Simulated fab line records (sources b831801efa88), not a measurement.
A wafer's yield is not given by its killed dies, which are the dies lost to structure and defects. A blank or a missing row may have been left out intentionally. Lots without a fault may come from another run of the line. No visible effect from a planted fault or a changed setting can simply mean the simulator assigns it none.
Chamber matching :: flow sky130 :: rie diel-02 running SKY_VIA4_ETCH_12: 4 sister chambers
The step etches SiO2 in C4F8/O2/Ar, stops on TiN, target depth 580 nm. 8 wafers are shown with their chamber, then 12 later ones without.

== EACH WAFER AND ITS CHAMBER ==
wafer: L085.2
chamber: 1
bias w (W): 1192
rf fwd power W (W): 1497

wafer: L085.3
chamber: 3
bias w (W): 1205
rf fwd power W (W): 1493

wafer: L086.1
chamber: 2
bias w (W): 1203
rf fwd power W (W): 1487

wafer: L086.2
chamber: 0
bias w (W): 1204
rf fwd power W (W): 1503

wafer: L086.5
chamber: 3
bias w (W): 1205
rf fwd power W (W): 1495

wafer: L088.2
chamber: 1
bias w (W): 1199
rf fwd power W (W): 1495

wafer: L088.4
chamber: 0
bias w (W): 1195
rf fwd power W (W): 1499

wafer: L088.5
chamber: 2
bias w (W): 1199
rf fwd power W (W): 1501

== WAFERS WITHOUT THEIR CHAMBER ==
wafer: L091.2
bias w (W): 1202
rf fwd power W (W): 1492

wafer: L091.3
bias w (W): 1206
rf fwd power W (W): 1489

wafer: L091.6
bias w (W): 1206
rf fwd power W (W): 1494

wafer: L092.1
bias w (W): 1201
rf fwd power W (W): 1497

wafer: L092.4
bias w (W): 1209
rf fwd power W (W): 1492

wafer: L092.5
bias w (W): 1200
rf fwd power W (W): 1498

wafer: L095.1
bias w (W): 1201
rf fwd power W (W): 1488

wafer: L095.3
bias w (W): 1198
rf fwd power W (W): 1501

wafer: L095.5
bias w (W): 1202
rf fwd power W (W): 1490

wafer: L097.1
bias w (W): 1197
rf fwd power W (W): 1495

wafer: L097.2
bias w (W): 1201
rf fwd power W (W): 1491

wafer: L097.3
bias w (W): 1199
rf fwd power W (W): 1493

== THE CHAMBER EACH PASSED THROUGH ==
wafer: L091.2
from the rows above: can't be placed: 2 or 3 or 1 or 0
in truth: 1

wafer: L091.3
from the rows above: can't be placed: 3 or 2 or 0 or 1
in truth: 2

wafer: L091.6
from the rows above: can't be placed: 3 or 2 or 0
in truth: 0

wafer: L092.1
from the rows above: can't be placed: 2 or 0 or 3 or 1
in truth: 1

wafer: L092.4
from the rows above: can't be placed: 3 or 2 or 0
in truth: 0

wafer: L092.5
from the rows above: can't be placed: 0 or 2 or 1 or 3
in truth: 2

wafer: L095.1
from the rows above: can't be placed: 2 or 3 or 1 or 0
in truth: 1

wafer: L095.3
from the rows above: can't be placed: 0 or 1 or 2 or 3
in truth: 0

wafer: L095.5
from the rows above: can't be placed: 2 or 3 or 1 or 0
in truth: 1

wafer: L097.1
from the rows above: can't be placed: 1 or 2 or 0 or 3
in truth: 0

wafer: L097.2
from the rows above: can't be placed: 2 or 3 or 1 or 0
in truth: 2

wafer: L097.3
from the rows above: can't be placed: 2 or 1 or 3 or 0
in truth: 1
Correct placement for 0 of the 12. These rows do not allow placing 12 (true chamber among the candidates in 12). Wrongly placed: 0.
How it was worked out, from the rows above alone: a wafer's distance from a chamber is the root of the sum, over the readings, of the square of ((its reading less the chamber's mean) divided by the reading's scatter). The wafer belongs to the nearest chamber; if the next one is less than 2 further off, it can't be placed. For every chamber, the mean is computed from those of its wafers that are shown. How the scatter is found: for the shown wafers, subtract from each reading the mean of its chamber, square and add these, divide the total by (wafers less chambers), then take the root.
